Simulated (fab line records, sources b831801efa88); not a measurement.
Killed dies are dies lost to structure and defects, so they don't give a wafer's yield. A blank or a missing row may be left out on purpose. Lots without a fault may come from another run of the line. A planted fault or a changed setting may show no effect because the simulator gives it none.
fab line records | flow sky130
record lots=15 wafers=41 last_day=50
route steps=708 shown LDD_HVN@275
lots that met no fault: from a run of the same line without faults
start_h: hours from the record's first day to the start of the lot's first wafer shown | wait_h: hours since the lot's step before | " the same as in the row above | L1.1+2: a row that stands for several wafers | - no value, or no start given | * or withheld: withheld | < > ~ a bound
route shown NAME@n: a module of which the file shows steps, and the number in the route of the first | usual: mean/standard deviation of fault-free wafers | same: alike in all rows | chamber/n: place in a boat | sites: the reading at each site | _std_site: their standard deviation | _edge_site: outer sites' mean less inner sites' | radius_mm: how far each site lies from the wafer's centre | mask NAME#n: copy n | behind: the tool/chamber that last shaped the wafer | hold: why the lot was held/for how many hours/how that ended | device: the transistor (n, p or np) that didn't switch | end of line: the same wafers' tests at the end of the route | a step without rows: its recipe alone | killed: dies lost to structure and defects at the first sort, not the wafer's yield | map: a wafer's dies, x killed, . not, _ none there
set.NAME: the setting as run; set.NAME@STEP: as run at that earlier step | model.NAME: the simulator's own value behind a step, which no gauge read
steps of the route over a sample of lots; a table a step, a row a wafer
services: from which hour (start_h, from the record's first day; less than 0 if before it) a tool's chamber was out of use, for how many hours, and why
## steps
# step SKY_LDD_HVN_IMPLANT_08
# recipe species=P energy_kev=60 dose_cm2=3e+13 tilt_deg=40
# usual beam_on_s=10.01/0.19 end_station_pressure_torr=5.14e-06/2.9e-07 faraday_current_uA=169/3.2
# columns lot.wafer tool chamber start_h wait_h beam_on_s end_station_pressure_torr faraday_current_uA
L935.1 implanter-01 0 456.00 0.0 10.09 5.17e-06 167
L935.4 " 0 " " 9.84 4.75e-06 172
L935.6 " 0 " " 9.98 5.1e-06 170
L936.1 implanter-02 0 461.47 0.0 10.20 5.17e-06 166
L936.2 " 0 " " 10.10 5.38e-06 167
L936.6 " 0 " " 10.33 5.03e-06 163
L937.1 implanter-04 0 478.42 0.0 9.74 5.24e-06 173
L937.5 " 0 " " 9.80 5.42e-06 172
L937.6 " 0 " " 9.90 5.75e-06 170
L938.1 implanter-02 0 488.38 0.0 10.04 5.31e-06 169
L938.3 " 0 " " 9.93 5.01e-06 170
L938.6 " 0 " " 10.14 5.18e-06 166
L939.1 implanter-04 0 496.40 0.0 10.05 5.3e-06 168
L939.4 " 0 " " 10.04 4.9e-06 168
L939.6 " 0 " " 9.77 5.35e-06 173
L940.1 implanter-01 0 502.12 0.0 9.96 5.14e-06 170
L940.3 " 0 " " 10.23 5.5e-06 166
L940.5 " 0 " " 9.96 4.42e-06 170
L942.2 implanter-04 0 519.09 0.0 9.75 5.35e-06 173
L942.4 " 0 " " 9.70 4.91e-06 174
L942.6 " 0 " " 10.11 5.47e-06 167
L945.5 implanter-01 0 545.52 0.1 11.04 4.99e-06 153
L945.6 " 0 " " 10.84 5.3e-06 156
L946.6 implanter-01 0 554.09 0.1 11.04 5.23e-06 153
L949.5 implanter-01 0 579.62 0.1 10.90 5e-06 155
L949.6 " 0 " " 10.82 5.33e-06 156
L952.1 implanter-04 0 604.98 0.0 9.85 4.9e-06 172
L952.4 " 0 " " 10.10 5.28e-06 167
L952.5 " 0 " " 9.83 5.13e-06 172
L954.2 implanter-02 0 628.99 0.0 9.75 4.86e-06 174
L954.4 " 0 " " 10.24 5.84e-06 166
L954.6 " 0 " " 10.23 4.94e-06 165
L955.1 implanter-02 0 641.43 0.0 9.66 5.13e-06 175
L955.3 " 0 " " 9.83 5.45e-06 172
L955.5 " 0 " " 9.96 4.48e-06 170
L956.1 implanter-02 0 643.12 0.0 9.96 4.78e-06 170
L956.3 " 0 " " 10.26 5.08e-06 164
L956.6 " 0 " " 10.02 5.05e-06 169
L957.2 implanter-01 0 644.53 0.0 10.08 5.26e-06 168
L957.3 " 0 " " 10.21 5.03e-06 165
L957.5 " 0 " " 10.33 4.71e-06 164
# step SKY_LDD_HVN_TW_MEAS_10
# usual LDD_HVN_TW=1445/10
# columns lot.wafer tool chamber start_h wait_h LDD_HVN_TW
L935.1 film_metro-03 - 456.25 0.1 1426
L935.4 " - " " 1432
L935.6 " - " " 1434
L936.1 film_metro-03 - 461.72 0.1 1422
L936.2 " - " " 1426
L936.6 " - " " 1430
L937.1 film_metro-02 - 478.67 0.1 1444
L937.5 " - " " 1437
L937.6 " - " " 1447
L938.1 film_metro-03 - 488.63 0.1 1435
L938.3 " - " " 1448
L938.6 " - " " 1446
L939.1 film_metro-02 - 496.65 0.1 1443
L939.4 " - " " 1446
L939.6 " - " " 1437
L940.1 film_metro-04 - 502.37 0.1 1463
L940.3 " - " " 1461
L940.5 " - " " 1458
L942.2 film_metro-03 - 519.33 0.1 1434
L942.4 " - " " 1438
L942.6 " - " " 1439
L945.5 film_metro-04 - 545.71 0.0 1503
L945.6 " - " " 1496
L946.6 film_metro-02 - 554.27 0.1 1487
L949.5 film_metro-03 - 579.81 0.0 1475
L949.6 " - " " 1482
L952.1 film_metro-03 - 605.23 0.1 1426
L952.4 " - " " 1429
L952.5 " - " " 1433
L954.2 film_metro-02 - 629.23 0.1 1441
L954.4 " - " " 1445
L954.6 " - " " 1449
L955.1 film_metro-03 - 641.68 0.1 1441
L955.3 " - " " 1437
L955.5 " - " " 1432
L956.1 film_metro-03 - 643.37 0.1 1446
L956.3 " - " " 1439
L956.6 " - " " 1441
L957.2 film_metro-02 - 644.76 0.1 1448
L957.3 " - " " 1451
L957.5 " - " " 1455
## services
# columns tool chamber start_h hours kind
implanter-02 - 447.07 3.8 repair
implanter-02 - 459.82 1.6 repair
implanter-04 - 466.22 4.2 repair
implanter-04 - 466.71 3.8 repair
implanter-04 - 508.58 1.4 repair
implanter-02 - 558.56 2.8 repair
implanter-04 - 558.72 1.3 repair
implanter-04 - 565.54 2.7 pm
implanter-02 - 568.65 3.4 pm
implanter-02 - 591.92 16.2 repair
implanter-01 - 607.79 1.2 repair
implanter-01 - 640.28 4.1 pm
implanter-02 - 643.31 2.1 repair
## key
first_sign step=SKY_LDD_HVN_IMPLANT_08 reading=beam_on_s direction=up sigmas=4.9 usual=10.01 struck=10.93
effect step=SKY_LDD_HVN_IMPLANT_08 reading=faraday_current_uA direction=down sigmas=4.6 usual=169 struck=155
effect step=SKY_LDD_HVN_TW_MEAS_10 reading=LDD_HVN_TW direction=up sigmas=4.2 usual=1445 struck=1489
met_at SKY_LDD_HVN_IMPLANT_08
struck_lots L945,L946,L949
struck_wafers L945.5,L945.6,L946.6,L949.5,L949.6
tester_left_out L945,L946,L949
onset_between 502.12 545.52
fault kind=process_parameter_drift tool=implanter-01 chamber=- onset_h=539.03 steps=SKY_LDD_HVN_IMPLANT_08 channel=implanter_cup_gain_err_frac offset=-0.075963 shape=step end_h=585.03 scope=struck_wafers_only
# tester_left_out: of these lots the tester's yield and bins aren't shown, on N5 and GAA mostly nor the transistor test; their killed dies are dies lost to structure and defects alone, not to doping, threshold or leakage, so they don't give the yield
